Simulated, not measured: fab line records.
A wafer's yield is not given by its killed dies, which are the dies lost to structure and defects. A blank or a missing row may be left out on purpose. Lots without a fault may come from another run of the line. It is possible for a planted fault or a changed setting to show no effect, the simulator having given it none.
What tool caused it? | flow sky130 | 45 wafers from 15 lots sampled at 6 of the route's 708 steps

== WHAT THE GAUGES READ, wafer by wafer ==
SKY_LDD_P_TW_MEAS_11. Usual: LDD_P_TW typically reads 643, with standard deviation 7.
lot  | measured     | on           | LDD_P_TW    | flag
L391 | day 19 10:10 | filmMetro-04 | 637 636 638 | 
L392 | day 19 13:32 | filmMetro-01 | 637 641 641 | 
L395 | day 21 03:15 | filmMetro-01 | 641 643 641 | 
L397 | day 21 16:32 | filmMetro-01 | 639 640 644 | 
L399 | day 22 09:13 | filmMetro-03 | 648 645 645 | 
L400 | day 23 00:13 | filmMetro-03 | 648 647 648 | 
L402 | day 23 08:38 | filmMetro-03 | 648 645 647 | 
L404 | day 24 01:45 | filmMetro-04 | 639 636 634 | 
L405 | day 25 00:56 | filmMetro-01 | 638 633 636 | 
L406 | day 25 09:24 | filmMetro-04 | 638 639 640 | 
L407 | day 25 14:06 | filmMetro-03 | 655 648 650 | 
L408 | day 25 21:56 | filmMetro-03 | 648 651 651 | 
L411 | day 26 15:23 | filmMetro-04 | 639 637 637 | 
L413 | day 27 22:19 | filmMetro-03 | 659 656 654 | 
L412 | day 29 04:47 | filmMetro-03 | 648 649 648 | 

SKY_POLY_CUT_OVL_MEAS_09. Usual: POLY_CUT_OVL typically reads 1 nm, with standard deviation 6.7.
lot  | measured     | on         | POLY_CUT_OVL (nm) | flag
L391 | day 24 16:34 | overlay-02 | -1 -7 4           | 
L392 | day 24 19:35 | overlay-02 | -8 3 0            | 
L395 | day 26 19:35 | overlay-02 | -7 3 -1           | 
L397 | day 26 20:46 | overlay-02 | -2 -6 1           | 
L399 | day 27 12:06 | overlay-01 | 1 9 8             | 
L400 | day 28 02:20 | overlay-02 | 4 5 3             | 
L402 | day 28 09:50 | overlay-02 | 0 6 -2            | 
L404 | day 29 02:22 | overlay-01 | -9 1 -2           | 
L405 | day 29 23:41 | overlay-02 | 6 7 16            | 
L406 | day 30 08:18 | overlay-01 | -4 6 -11          | 
L407 | day 30 12:20 | overlay-02 | 14 8 8            | 
L408 | day 30 19:56 | overlay-01 | -9 -3 2           | 
L411 | day 31 11:59 | overlay-01 | 0 4 3             | 
L413 | day 32 17:00 | overlay-02 | 6 -1 13           | 
L412 | day 33 21:42 | overlay-02 | 0 10 8            | 

SKY_RES_XHIGH_TW_MEAS_09. Usual: RES_XHIGH_TW typically reads 1641, with standard deviation 8.8.
lot  | measured     | on           | RES_XHIGH_TW   | flag
L391 | day 27 02:59 | filmMetro-04 | 1630 1627 1626 | 
L392 | day 27 05:25 | filmMetro-04 | 1631 1625 1632 | 
L395 | day 29 04:59 | filmMetro-01 | 1641 1634 1636 | 
L397 | day 29 06:29 | filmMetro-01 | 1638 1637 1636 | 
L399 | day 29 22:16 | filmMetro-01 | 1641 1642 1646 | 
L400 | day 30 11:50 | filmMetro-01 | 1638 1646 1641 | 
L402 | day 30 19:49 | filmMetro-02 | 1655 1645 1642 | 
L404 | day 31 10:41 | filmMetro-04 | 1619 1626 1621 | 
L405 | day 32 07:41 | filmMetro-01 | 30 30 30       | OFF
L406 | day 32 15:25 | filmMetro-02 | 30 30 30       | OFF
L407 | day 32 21:52 | filmMetro-01 | 30 30 30       | OFF
L408 | day 33 02:28 | filmMetro-02 | 1639 1643 1638 | 
L411 | day 33 17:53 | filmMetro-02 | 1644 1642 1644 | 
L413 | day 34 22:47 | filmMetro-04 | 1640 1635 1631 | 
L412 | day 36 03:07 | filmMetro-04 | 1634 1638 1632 | 

SKY_SD_N_RS_MEAS_18: measurement is done with a four-point probe. Usual: RES_XHIGH_RS typically reads 333.5 ohm/sq, with standard deviation 1.1.
lot  | measured     | on           | RES_XHIGH_RS (ohm/sq) | flag
L391 | day 28 08:59 | filmMetro-02 | 334.9 334.5 334.8     | 
L392 | day 28 11:43 | filmMetro-02 | 334.7 334.8 335.0     | 
L395 | day 30 10:55 | filmMetro-04 | 333.3 334.1 336.0     | 
L397 | day 30 12:05 | filmMetro-02 | 334.8 335.5 335.3     | 
L399 | day 31 04:12 | filmMetro-01 | 334.1 334.7 333.6     | 
L400 | day 31 17:16 | filmMetro-02 | 333.3 334.1 332.2     | 
L402 | day 32 00:06 | filmMetro-01 | 332.5 332.7 333.3     | 
L404 | day 32 14:44 | filmMetro-04 | 333.5 332.7 333.6     | 
L405 | day 33 11:14 | filmMetro-02 | 132.9 132.9 133.0     | OFF
L406 | day 33 19:07 | filmMetro-01 | 132.9 132.8 133.2     | OFF
L407 | day 34 01:04 | filmMetro-04 | 133.0 132.9 132.6     | OFF
L408 | day 34 06:23 | filmMetro-01 | 334.5 333.6 334.5     | 
L411 | day 34 21:51 | filmMetro-04 | 333.6 333.2 332.2     | 
L413 | day 36 01:35 | filmMetro-04 | 333.8 332.3 332.8     | 
L412 | day 37 05:38 | filmMetro-04 | 333.6 331.9 332.9     | 

SKY_LOCAL_INTERCONNECT_RS_MEAS_01: measurement is done with a four-point probe. Usual: LOCAL_INTERCONNECT_TIN_RS typically reads 13.58 ohm/sq, with standard deviation 0.14.
lot  | measured     | on           | LOCAL_INTERCONNECT_TIN_RS (ohm/sq) | flag
L391 | day 29 15:37 | filmMetro-03 | 13.44 13.49 13.44                  | 
L392 | day 29 18:10 | filmMetro-02 | 13.48 13.45 13.35                  | 
L395 | day 31 17:17 | filmMetro-03 | 13.34 13.42 13.30                  | 
L397 | day 31 18:04 | filmMetro-03 | 13.50 13.73 13.73                  | 
L399 | day 32 09:37 | filmMetro-02 | 13.79 13.71 13.54                  | 
L400 | day 32 22:43 | filmMetro-01 | 13.77 13.55 13.85                  | 
L402 | day 33 04:55 | filmMetro-02 | 13.56 13.76 13.58                  | 
L404 | day 33 19:10 | filmMetro-02 | 13.87 13.76 13.80                  | 
L408 | day 35 11:08 | filmMetro-01 | 13.61 13.49 13.57                  | 
L411 | day 36 02:07 | filmMetro-03 | 13.62 13.62 13.55                  | 
L413 | day 37 04:46 | filmMetro-03 | 13.56 13.61 13.62                  | 
L412 | day 38 10:10 | filmMetro-01 | 13.53 13.37 13.50                  | 

== EACH LOT AND THE TOOL THAT RAN IT (in order: tool; ch and the chambers of the sampled wafers; start) ==
lot  | SKY_RES_XHIGH_IMPLANT_07
L391 | implanter-03 ch 0, day 27 02:47
L392 | implanter-03 ch 0, day 27 05:10
L395 | implanter-01 ch 0, day 29 04:47
L397 | implanter-04 ch 0, day 29 06:16
L399 | implanter-01 ch 0, day 29 22:01
L400 | implanter-01 ch 0, day 30 11:35
L402 | implanter-04 ch 0, day 30 19:34
L404 | implanter-01 ch 0, day 31 10:27
L405 | implanter-01, day 32 07:27
L406 | implanter-01, day 32 15:11
L407 | implanter-04, day 32 21:38
L408 | implanter-04 ch 0, day 33 02:14
L411 | implanter-04 ch 0, day 33 17:38
L413 | implanter-04 ch 0, day 34 22:32
L412 | implanter-04 ch 0, day 36 02:52
- SKY_RES_XHIGH_IMPLANT_07

== WHAT THE TOOLS THEMSELVES READ (means of the sampled wafers that have a number; where no wafer has one, the mark that the record gives instead) ==
SKY_RES_XHIGH_IMPLANT_07. Usual: beamEnergyKeV 19.999, standard deviation 0.0055; beamOnS 36 s, standard deviation 5.2; endStationPressureTorr 5.23e-06 Torr, standard deviation 2.7e-07.
lot  | tool         | beamEnergyKeV | beamOnS (s) | endStationPressureTorr (Torr) | flag
L391 | implanter-03 | 20.000        | 44          | 5.20e-06                      | 
L392 | implanter-03 | 19.993        | 44          | 5.21e-06                      | 
L395 | implanter-01 | 19.996        | 36          | 5.23e-06                      | 
L397 | implanter-04 | 20.004        | 30          | 5.39e-06                      | 
L399 | implanter-01 | 20.007        | 36          | 5.11e-06                      | 
L400 | implanter-01 | 19.998        | 36          | 5.24e-06                      | 
L402 | implanter-04 | 20.000        | 30          | 4.99e-06                      | 
L404 | implanter-01 | 19.998        | 36          | 5.13e-06                      | 
L405 | implanter-01 | -             | -           | -                             | OFF
L406 | implanter-01 | -             | -           | -                             | OFF
L407 | implanter-04 | -             | -           | -                             | OFF
L408 | implanter-04 | 20.003        | 30          | 5.14e-06                      | 
L411 | implanter-04 | 19.996        | 30          | 5.35e-06                      | 
L413 | implanter-04 | 20.003        | 30          | 5.22e-06                      | 
L412 | implanter-04 | 19.995        | 30          | 5.29e-06                      | 

== THE ANSWER, worked out from the rows above alone ==
Rule: lot off if the mean of its wafers having a number is beyond 3 standard deviations from the usual mean. Also off: a lot with no number at a reading for which 4 or more lots have one. The other lots that the step has rows for count as sound. First the gauges in route order, then the tools' own readings, where a lot's mean is used as printed above. At the first step where some lot is off, the reading lying furthest off is the one used; lots without a number count as furthest.
Off: L405, L406, L407, at SKY_RES_XHIGH_TW_MEAS_09 (RES_XHIGH_TW).
A tool fits if, at a process step before that reading, it ran every lot that is off, and no sound lot after the first of them. Not tried: the gauges at SKY_RES_XHIGH_TW_MEAS_09; whatever is off there is also off at SKY_RES_XHIGH_IMPLANT_07, on other tools, and gauge error can't account for it. No candidate that was tried fits.

== WHAT THE SIMULATOR HAD PUT IN ==
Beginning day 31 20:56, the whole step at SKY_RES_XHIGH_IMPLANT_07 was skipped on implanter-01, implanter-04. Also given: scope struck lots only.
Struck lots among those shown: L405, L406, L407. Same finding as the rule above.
